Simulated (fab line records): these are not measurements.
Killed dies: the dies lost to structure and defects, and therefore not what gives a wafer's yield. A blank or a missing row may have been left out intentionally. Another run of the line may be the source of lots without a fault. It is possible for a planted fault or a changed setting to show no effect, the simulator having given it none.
What tool caused it? + flow gf180mcu + 72 wafers from 24 lots sampled at 6 of the route's 602 steps

== WHAT THE GAUGES SHOWED, per wafer ==
The record holds no reading of a measuring or inspecting step that can be judged against a usual standard deviation.

== EACH LOT AND THE TOOL THAT RAN IT (in order: tool; ch and the chambers of the sampled wafers; start) ==
| lot  | GF_V1_CMP_04                  | GF_M3_SPUTTER_04             | GF_M3_METAL_ETCH_16               | GF_MIM_SPUTTER_01            | GF_V5_CMP_04                  | GF_PASSIVATION_STRIP_12              |
|------|-------------------------------|------------------------------|-----------------------------------|------------------------------|-------------------------------|--------------------------------------|
| L074 | cmp-02 ch 1,2,3, day 17 01:10 | pvd sputter-02, day 20 06:01 | rie metal-03 ch 0,1, day 21 06:29 | pvd sputter-01, day 24 08:57 | cmp-02 ch 2,3, day 26 06:03   | plasma asher-04 ch 0,1, day 28 22:06 |
| L075 | cmp-02 ch 2,3, day 17 06:36   | pvd sputter-02, day 20 11:07 | rie metal-02 ch 1, day 21 11:02   | pvd sputter-01, day 24 13:02 | cmp-02 ch 1,3, day 26 10:05   | plasma asher-02 ch 0,1, day 29 00:15 |
| L076 | cmp-01 ch 0,1,2, day 17 20:39 | pvd sputter-02, day 21 02:53 | rie metal-03 ch 0,1, day 22 01:56 | pvd sputter-01, day 25 02:47 | cmp-01 ch 1,2,3, day 26 23:10 | plasma asher-02 ch 0,1, day 29 13:36 |
| L077 | cmp-02 ch 0,1,3, day 18 08:22 | pvd sputter-01, day 21 15:08 | rie metal-04 ch 0,1, day 22 14:14 | pvd sputter-02, day 25 14:18 | cmp-01 ch 0,3, day 27 09:53   | plasma asher-02 ch 0,1, day 29 23:30 |
| L078 | cmp-02 ch 0,1,2, day 18 19:58 | pvd sputter-02, day 22 01:38 | rie metal-03 ch 0,1, day 23 00:44 | pvd sputter-03, day 26 00:25 | cmp-02 ch 0,1,3, day 27 18:48 | plasma asher-01 ch 0,1, day 30 08:00 |
| L079 | cmp-01 ch 0,2, day 19 01:50   | pvd sputter-01, day 22 07:43 | rie metal-02 ch 0,1, day 23 06:44 | pvd sputter-01, day 26 05:27 | cmp-01 ch 0,2,3, day 27 23:57 | plasma asher-01 ch 0, day 30 12:24   |
| L081 | cmp-01 ch 1,2,3, day 19 21:37 | pvd sputter-01, day 23 01:05 | rie metal-03 ch 0,1, day 23 23:56 | pvd sputter-01, day 26 21:46 | cmp-01 ch 1,2,3, day 28 14:57 | plasma asher-02 ch 0,1, day 31 02:30 |
| L080 | cmp-01 ch 0,2,3, day 19 22:55 | pvd sputter-01, day 23 03:05 | rie metal-02 ch 0,1, day 24 01:44 | pvd sputter-01, day 27 01:03 | cmp-01 ch 0,2, day 28 17:19   | plasma asher-01 ch 0,1, day 31 04:48 |
| L082 | cmp-01 ch 1,2,3, day 20 08:19 | pvd sputter-01, day 23 12:20 | rie metal-02 ch 1, day 24 10:59   | pvd sputter-02, day 27 08:53 | cmp-01 ch 0,1, day 29 02:13   | plasma asher-01 ch 1, day 31 12:03   |
| L083 | cmp-01 ch 1,2,3, day 20 14:54 | pvd sputter-02, day 23 18:26 | rie metal-04 ch 0, day 24 15:47   | pvd sputter-03, day 27 12:25 | cmp-01 ch 1,2,3, day 29 05:48 | plasma asher-04 ch 0,1, day 31 15:09 |
| L084 | cmp-01 ch 0,1,3, day 21 03:25 | pvd sputter-03, day 24 06:24 | rie metal-04 ch 0,1, day 25 04:47 | pvd sputter-02, day 28 00:13 | cmp-01 ch 0,1,3, day 29 16:37 | plasma asher-04 ch 0,1, day 32 01:00 |
| L085 | cmp-02 ch 2,3, day 21 09:12   | pvd sputter-02, day 24 10:58 | rie metal-03 ch 0,1, day 25 08:32 | pvd sputter-01, day 28 03:56 | cmp-02 ch 0,2,3, day 29 20:22 | plasma asher-02 ch 0, day 32 04:27   |
| L086 | cmp-02 ch 1,2, day 21 15:22   | pvd sputter-02, day 24 17:05 | rie metal-04 ch 0,1, day 25 14:14 | pvd sputter-02, day 28 08:54 | cmp-01 ch 1,2,3, day 30 01:35 | plasma asher-02 ch 0,1, day 32 09:53 |
| L087 | cmp-02 ch 1,2,3, day 22 05:10 | pvd sputter-02, day 25 05:59 | rie metal-02 ch 0,1, day 26 03:05 | pvd sputter-03, day 28 21:24 | cmp-02 ch 0,2, day 30 11:11   | plasma asher-02 ch 0,1, day 32 18:32 |
| L088 | cmp-01 ch 1,3, day 22 08:36   | pvd sputter-01, day 25 09:13 | rie metal-02 ch 0,1, day 26 06:53 | pvd sputter-01, day 29 01:23 | cmp-01 ch 0,2, day 30 16:32   | plasma asher-04 ch 0,1, day 32 23:27 |
| L089 | cmp-02 ch 0,2,3, day 22 18:36 | pvd sputter-02, day 25 16:41 | rie metal-02 ch 1, day 26 13:26   | pvd sputter-02, day 29 06:51 | cmp-01 ch 1,2, day 30 21:06   | plasma asher-01 ch 0,1, day 33 03:36 |
| L090 | cmp-01 ch 1,2, day 23 01:31   | pvd sputter-01, day 26 01:44 | rie metal-03 ch 0,1, day 26 23:05 | pvd sputter-01, day 29 16:11 | cmp-02 ch 1,2, day 31 06:00   | plasma asher-04 ch 0,1, day 33 11:06 |
| L091 | cmp-01 ch 1,3, day 23 08:04   | pvd sputter-03, day 26 06:08 | rie metal-04 ch 0, day 27 02:41   | pvd sputter-02, day 29 18:33 | cmp-01 ch 1,2,3, day 31 09:12 | plasma asher-02 ch 0,1, day 33 13:42 |
| L092 | cmp-02 ch 0,2,3, day 23 14:40 | pvd sputter-02, day 26 12:40 | rie metal-02 ch 0,1, day 27 09:38 | pvd sputter-03, day 30 02:04 | cmp-02 ch 0,1,2, day 31 15:45 | plasma asher-04 ch 0,1, day 33 19:36 |
| L093 | cmp-02 ch 0,2,3, day 23 21:21 | pvd sputter-02, day 26 17:55 | rie metal-03 ch 0,1, day 27 14:44 | pvd sputter-02, day 30 06:46 | cmp-02 ch 0,1,3, day 31 20:21 | plasma asher-02 ch 0,1, day 34 00:15 |
| L094 | cmp-01 ch 1,2,3, day 24 07:02 | pvd sputter-02, day 27 03:49 | rie metal-04 ch 0,1, day 27 23:58 | pvd sputter-02, day 30 15:06 | cmp-01 ch 0,1,3, day 32 03:38 | plasma asher-04 ch 0,1, day 34 05:59 |
| L095 | cmp-02 ch 0,1, day 24 17:56   | pvd sputter-02, day 27 14:50 | rie metal-04 ch 0,1, day 28 10:29 | pvd sputter-02, day 31 00:25 | cmp-02 ch 0,1,3, day 32 12:43 | plasma asher-04 ch 0,1, day 34 14:57 |
| L096 | cmp-01 ch 0,2,3, day 25 00:30 | pvd sputter-02, day 27 19:26 | rie metal-02 ch 0,1, day 28 14:59 | pvd sputter-02, day 31 04:12 | cmp-02 ch 1,2, day 32 16:17   | plasma asher-01 ch 0,1, day 34 19:00 |
| L097 | cmp-01 ch 0,1, day 25 04:27   | pvd sputter-03, day 27 22:26 | rie metal-04 ch 0,1, day 28 18:20 | pvd sputter-01, day 31 07:26 | cmp-02 ch 1,2, day 32 18:27   | plasma asher-01 ch 0,1, day 34 19:45 |
- GF_V1_CMP_04: polishes SiO2.
- GF_M3_SPUTTER_04: material TiN, target thk 50 nm, time 41.7 s.
- GF_M3_METAL_ETCH_16: etches the open film in Cl2/BCl3, stops on SiO2, target depth 750.8 nm, time 125.1 s.
- GF_MIM_SPUTTER_01: material TiN, target thk 30 nm, time 25 s.
- GF_V5_CMP_04: polishes SiO2.
- GF_PASSIVATION_STRIP_12: strips in O2/N2.

== WHAT THE TOOLS THEMSELVES READ (means of the sampled wafers that have a number; where no wafer has one, the mark that the record gives instead) ==
GF_V1_CMP_04. Usual: motor current A 12.4 A, standard deviation 1.5; slurry flow ml min 149.9, standard deviation 0.47; time to endpoint s 82 s, standard deviation 4.7.
| lot  | tool   | motor current A (A) | slurry flow ml min | time to endpoint s (s) | flag |
|------|--------|---------------------|--------------------|------------------------|------|
| L074 | cmp-02 | 12.9                | 149.8              | 77                     |      |
| L075 | cmp-02 | 12.7                | 150.0              | 74                     |      |
| L076 | cmp-01 | 12.0                | 150.0              | 84                     |      |
| L077 | cmp-02 | 12.0                | 149.9              | 83                     |      |
| L078 | cmp-02 | 12.5                | 150.0              | 75                     |      |
| L079 | cmp-01 | 11.4                | 149.6              | 80                     |      |
| L081 | cmp-01 | 12.6                | 150.0              | 83                     |      |
| L080 | cmp-01 | 11.6                | 149.7              | 76                     |      |
| L082 | cmp-01 | 12.4                | 150.1              | 84                     |      |
| L083 | cmp-01 | 12.8                | 149.9              | 79                     |      |
| L084 | cmp-01 | 12.1                | 149.5              | 84                     |      |
| L085 | cmp-02 | 13.0                | 149.8              | 81                     |      |
| L086 | cmp-02 | 13.4                | 149.5              | 84                     |      |
| L087 | cmp-02 | 12.7                | 150.3              | 81                     |      |
| L088 | cmp-01 | 12.2                | 149.9              | 81                     |      |
| L089 | cmp-02 | 13.2                | 149.8              | 83                     |      |
| L090 | cmp-01 | 13.0                | 149.9              | 85                     |      |
| L091 | cmp-01 | 12.2                | 150.4              | 83                     |      |
| L092 | cmp-02 | 13.9                | 150.1              | 75                     |      |
| L093 | cmp-02 | 13.9                | 150.3              | 82                     |      |
| L094 | cmp-01 | 12.3                | 150.1              | 85                     |      |
| L095 | cmp-02 | 13.3                | 150.0              | 86                     |      |
| L096 | cmp-01 | 11.7                | 149.7              | 83                     |      |
| L097 | cmp-01 | 11.8                | 150.3              | 89                     |      |

GF_M3_SPUTTER_04. Usual: throttle valve pct at 29.5 %, with a standard deviation of 0.8.
| lot  | tool           | throttle valve pct (%) | flag |
|------|----------------|------------------------|------|
| L074 | pvd sputter-02 | 29.1                   |      |
| L075 | pvd sputter-02 | 29.2                   |      |
| L076 | pvd sputter-02 | 29.3                   |      |
| L077 | pvd sputter-01 | 29.1                   |      |
| L078 | pvd sputter-02 | 29.0                   |      |
| L079 | pvd sputter-01 | 29.8                   |      |
| L081 | pvd sputter-01 | 29.2                   |      |
| L080 | pvd sputter-01 | 29.9                   |      |
| L082 | pvd sputter-01 | 28.9                   |      |
| L083 | pvd sputter-02 | 29.3                   |      |
| L084 | pvd sputter-03 | 30.7                   |      |
| L085 | pvd sputter-02 | 28.9                   |      |
| L086 | pvd sputter-02 | 28.9                   |      |
| L087 | pvd sputter-02 | 29.0                   |      |
| L088 | pvd sputter-01 | 29.4                   |      |
| L089 | pvd sputter-02 | 29.5                   |      |
| L090 | pvd sputter-01 | 29.9                   |      |
| L091 | pvd sputter-03 | 31.2                   |      |
| L092 | pvd sputter-02 | 29.0                   |      |
| L093 | pvd sputter-02 | 29.4                   |      |
| L094 | pvd sputter-02 | 29.6                   |      |
| L095 | pvd sputter-02 | 28.9                   |      |
| L096 | pvd sputter-02 | 29.3                   |      |
| L097 | pvd sputter-03 | 30.6                   |      |

GF_M3_METAL_ETCH_16. Usual: drypump motor current A 5.8 A, standard deviation 0.46; oes product au 0.988 a.u., standard deviation 0.0059; throttle valve pct 28.232 %, standard deviation 0.0094.
| lot  | tool         | drypump motor current A (A) | oes product au (a.u.) | throttle valve pct (%) | flag |
|------|--------------|-----------------------------|-----------------------|------------------------|------|
| L074 | rie metal-03 | 5.6                         | 0.988                 | 28.234                 |      |
| L075 | rie metal-02 | 6.1                         | 0.998                 | 28.227                 |      |
| L076 | rie metal-03 | 5.6                         | 0.985                 | 28.234                 |      |
| L077 | rie metal-04 | 6.3                         | 0.995                 | 28.227                 |      |
| L078 | rie metal-03 | 5.6                         | 0.992                 | 28.220                 |      |
| L079 | rie metal-02 | 5.8                         | 0.986                 | 28.231                 |      |
| L081 | rie metal-03 | 5.8                         | 0.984                 | 28.232                 |      |
| L080 | rie metal-02 | 5.8                         | 0.987                 | 28.234                 |      |
| L082 | rie metal-02 | 6.1                         | 0.989                 | 28.235                 |      |
| L083 | rie metal-04 | 5.7                         | 0.985                 | 28.236                 |      |
| L084 | rie metal-04 | 6.3                         | 0.986                 | 28.247                 |      |
| L085 | rie metal-03 | 5.7                         | 0.991                 | 28.236                 |      |
| L086 | rie metal-04 | 6.3                         | 0.988                 | 28.229                 |      |
| L087 | rie metal-02 | 5.4                         | 0.990                 | 28.225                 |      |
| L088 | rie metal-02 | 5.4                         | 0.988                 | 28.223                 |      |
| L089 | rie metal-02 | 6.1                         | 0.986                 | 28.228                 |      |
| L090 | rie metal-03 | 5.6                         | 0.986                 | 28.237                 |      |
| L091 | rie metal-04 | 5.7                         | 0.985                 | 28.231                 |      |
| L092 | rie metal-02 | 5.4                         | 0.994                 | 28.242                 |      |
| L093 | rie metal-03 | 5.8                         | 0.983                 | 28.235                 |      |
| L094 | rie metal-04 | 6.0                         | 0.989                 | 28.237                 |      |
| L095 | rie metal-04 | 6.0                         | 0.981                 | 28.232                 |      |
| L096 | rie metal-02 | 5.8                         | 0.988                 | 28.228                 |      |
| L097 | rie metal-04 | 6.3                         | 0.981                 | 28.227                 |      |

GF_MIM_SPUTTER_01. Usual: throttle valve pct at 29.7 %, with a standard deviation of 0.83.
| lot  | tool           | throttle valve pct (%) | flag |
|------|----------------|------------------------|------|
| L074 | pvd sputter-01 | 29.0                   |      |
| L075 | pvd sputter-01 | 29.5                   |      |
| L076 | pvd sputter-01 | 29.2                   |      |
| L077 | pvd sputter-02 | 29.2                   |      |
| L078 | pvd sputter-03 | 30.6                   |      |
| L079 | pvd sputter-01 | 29.4                   |      |
| L081 | pvd sputter-01 | 29.5                   |      |
| L080 | pvd sputter-01 | 29.5                   |      |
| L082 | pvd sputter-02 | 29.3                   |      |
| L083 | pvd sputter-03 | 31.1                   |      |
| L084 | pvd sputter-02 | 29.1                   |      |
| L085 | pvd sputter-01 | 29.9                   |      |
| L086 | pvd sputter-02 | 29.0                   |      |
| L087 | pvd sputter-03 | 30.7                   |      |
| L088 | pvd sputter-01 | 30.2                   |      |
| L089 | pvd sputter-02 | 29.4                   |      |
| L090 | pvd sputter-01 | 29.6                   |      |
| L091 | pvd sputter-02 | 28.8                   |      |
| L092 | pvd sputter-03 | 30.9                   |      |
| L093 | pvd sputter-02 | 29.4                   |      |
| L094 | pvd sputter-02 | 29.4                   |      |
| L095 | pvd sputter-02 | 29.4                   |      |
| L096 | pvd sputter-02 | 29.3                   |      |
| L097 | pvd sputter-01 | 29.3                   |      |

GF_V5_CMP_04. Usual: motor current A 12.2 A, standard deviation 1.5; slurry flow ml min 150.1, standard deviation 0.39.
| lot  | tool   | motor current A (A) | slurry flow ml min | flag |
|------|--------|---------------------|--------------------|------|
| L074 | cmp-02 | 13.8                | 150.1              |      |
| L075 | cmp-02 | 11.4                | 149.8              |      |
| L076 | cmp-01 | 12.4                | 150.1              |      |
| L077 | cmp-01 | 11.6                | 150.0              |      |
| L078 | cmp-02 | 12.2                | 150.4              |      |
| L079 | cmp-01 | 12.0                | 150.0              |      |
| L081 | cmp-01 | 12.4                | 149.8              |      |
| L080 | cmp-01 | 10.9                | 150.3              |      |
| L082 | cmp-01 | 11.1                | 150.1              |      |
| L083 | cmp-01 | 12.2                | 150.2              |      |
| L084 | cmp-01 | 11.7                | 150.1              |      |
| L085 | cmp-02 | 13.5                | 150.0              |      |
| L086 | cmp-01 | 12.6                | 150.4              |      |
| L087 | cmp-02 | 14.4                | 149.9              |      |
| L088 | cmp-01 | 11.2                | 150.5              |      |
| L089 | cmp-01 | 12.6                | 150.3              |      |
| L090 | cmp-02 | 11.8                | 149.7              |      |
| L091 | cmp-01 | 12.2                | 150.1              |      |
| L092 | cmp-02 | 12.8                | 150.3              |      |
| L093 | cmp-02 | 12.4                | 150.2              |      |
| L094 | cmp-01 | 12.0                | 149.8              |      |
| L095 | cmp-02 | 12.2                | 150.2              |      |
| L096 | cmp-02 | 13.0                | 149.9              |      |
| L097 | cmp-02 | 13.1                | 149.9              |      |

GF_PASSIVATION_STRIP_12. Usual: drypump motor current A 6.39 A, standard deviation 0.21; heater power w 355 W, standard deviation 24; o2 flow sccm 3000 sccm, standard deviation 9.2; oes product au 0.719 a.u., standard deviation 0.0047; strip time to endpoint s 32.96 s, standard deviation 0.2.
| lot  | tool            | drypump motor current A (A) | heater power w (W) | o2 flow sccm (sccm) | oes product au (a.u.) | strip time to endpoint s (s) | flag |
|------|-----------------|-----------------------------|--------------------|---------------------|-----------------------|------------------------------|------|
| L074 | plasma asher-04 | 6.27                        | 366                | 3000                | 0.716                 | 33.34                        |      |
| L075 | plasma asher-02 | 6.44                        | 349                | 2995                | 0.720                 | 33.16                        |      |
| L076 | plasma asher-02 | 6.25                        | 327                | 2997                | 0.721                 | 32.78                        |      |
| L077 | plasma asher-02 | 6.44                        | 348                | 2993                | 0.717                 | 32.75                        |      |
| L078 | plasma asher-01 | 6.53                        | 359                | 3006                | 0.717                 | 33.15                        |      |
| L079 | plasma asher-01 | 6.56                        | 353                | 2990                | 0.717                 | 32.88                        |      |
| L081 | plasma asher-02 | 6.47                        | 346                | 3002                | 0.719                 | 33.04                        |      |
| L080 | plasma asher-01 | 6.53                        | 357                | 3004                | 0.717                 | 33.11                        |      |
| L082 | plasma asher-01 | 6.54                        | 368                | 2989                | 0.720                 | 32.91                        |      |
| L083 | plasma asher-04 | 6.30                        | 369                | 3002                | 0.721                 | 32.88                        |      |
| L084 | plasma asher-04 | 6.29                        | 368                | 3015                | 0.718                 | 32.98                        |      |
| L085 | plasma asher-02 | 6.06                        | 311                | 3010                | 0.716                 | 32.73                        |      |
| L086 | plasma asher-02 | 6.46                        | 347                | 3005                | 0.722                 | 33.12                        |      |
| L087 | plasma asher-02 | 6.46                        | 343                | 3002                | 0.716                 | 32.77                        |      |
| L088 | plasma asher-04 | 6.29                        | 366                | 2997                | 0.716                 | 32.92                        |      |
| L089 | plasma asher-01 | 6.54                        | 359                | 3007                | 0.721                 | 33.07                        |      |
| L090 | plasma asher-04 | 6.30                        | 372                | 3009                | 0.726                 | 33.25                        |      |
| L091 | plasma asher-02 | 6.27                        | 332                | 3000                | 0.719                 | 32.74                        |      |
| L092 | plasma asher-04 | 6.30                        | 364                | 3011                | 0.720                 | 32.92                        |      |
| L093 | plasma asher-02 | 6.24                        | 329                | 3002                | 0.717                 | 32.82                        |      |
| L094 | plasma asher-04 | 6.31                        | 385                | 3004                | 0.720                 | 32.91                        |      |
| L095 | plasma asher-04 | 6.32                        | 365                | 2993                | 0.719                 | 32.97                        |      |
| L096 | plasma asher-01 | 6.52                        | 363                | 3004                | 0.720                 | 32.78                        |      |
| L097 | plasma asher-01 | 6.56                        | 360                | 3008                | 0.721                 | 33.22                        |      |

== THE ANSWER, worked out from the rows above alone ==
Rule: take the mean of a lot's wafers that have a number; if it is more than 3 standard deviations from the usual mean, the lot is off. A lot without any number at a reading at which 4 lots or more have one is off too. Where the step has rows for the other lots, those lots are counted as sound. First the gauges in route order, then the tools' own readings, where a lot's mean is used as printed above. At the first step where some lot is off, the reading lying furthest off is the one used; lots without a number count as furthest.
No lot is off on any of the readings shown, so nothing can be concluded from this.

== WHAT THE SIMULATOR HAD INSERTED ==
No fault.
